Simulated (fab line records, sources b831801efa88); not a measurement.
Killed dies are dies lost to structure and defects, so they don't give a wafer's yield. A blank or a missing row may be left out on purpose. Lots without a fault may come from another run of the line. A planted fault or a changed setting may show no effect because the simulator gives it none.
Chamber matching | flow gf180mcu | GF_V3_CMP_26 on cmp-01: 4 sister chambers
The step polishes, stops on SiO2, t overpolish 15 s, target thk 0 nm. 14 wafers are shown with their chamber, then 7 later ones without.

WAFERS WITH THEIR CHAMBER
wafer  | chamber | motor_current_A (A) | time_to_endpoint_s (s)
L904.2 | 2       | 11.1                | 88.7
L904.5 | 3       | 11.1                | 90.4
L904.6 | 0       | 11.4                | 83.8
L907.2 | 0       | 11.7                | 80.4
L907.4 | 2       | 11.3                | 83.7
L907.5 | 1       | 12.5                | 82.7
L908.1 | 1       | 12.9                | 81.8
L908.3 | 3       | 10.7                | 87.4
L908.4 | 0       | 11.1                | 81.6
L909.2 | 3       | 10.5                | 87.5
L909.5 | 0       | 11.2                | 83.4
L909.6 | 1       | 13.2                | 87.3
L912.2 | 1       | 12.6                | 85.4
L912.5 | 0       | 11.1                | 86.8

SIGNATURES (means of the wafers above)
reading            | chamber 0 | chamber 1 | chamber 2 | chamber 3 | scatter within a chamber
motor_current_A    | 11.300    | 12.800    | 11.200    | 10.767    | 0.277
time_to_endpoint_s | 83.200    | 84.300    | 86.200    | 88.433    | 2.47
Rule: a wafer's distance from a chamber is the root of the sum, over the readings, of the square of ((its reading less the chamber's mean) divided by the reading's scatter). The wafer belongs to the nearest chamber; if the next one is less than 2 further off, it can't be placed. The scatter: the root of (the sum of the squares of (reading less its chamber's mean) over the shown wafers, divided by (wafers less chambers)).

WAFERS WITHOUT THEIR CHAMBER
wafer  | motor_current_A (A) | time_to_endpoint_s (s)
L912.6 | 10.6                | 88.8
L915.1 | 11.7                | 87.6
L915.2 | 11.4                | 86.5
L915.5 | 13.2                | 85.0
L923.1 | 10.6                | 82.3
L923.2 | 12.8                | 83.1
L923.3 | 11.3                | 82.3

WHICH CHAMBER EACH WENT THROUGH
wafer  | from the rows above          | in truth
L912.6 | can't be placed: 3 or 2      | 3
L915.1 | can't be placed: 2 or 0 or 3 | 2
L915.2 | can't be placed: 2 or 0 or 3 | 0
L915.5 | 1                            | 1
L923.1 | can't be placed: 3 or 0 or 2 | 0
L923.2 | 1                            | 1
L923.3 | can't be placed: 0 or 2      | 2
Placed correctly: 2 of 7. Can't be placed from these rows: 5 (the true chamber is among the candidates in 5). Placed wrongly: 0.
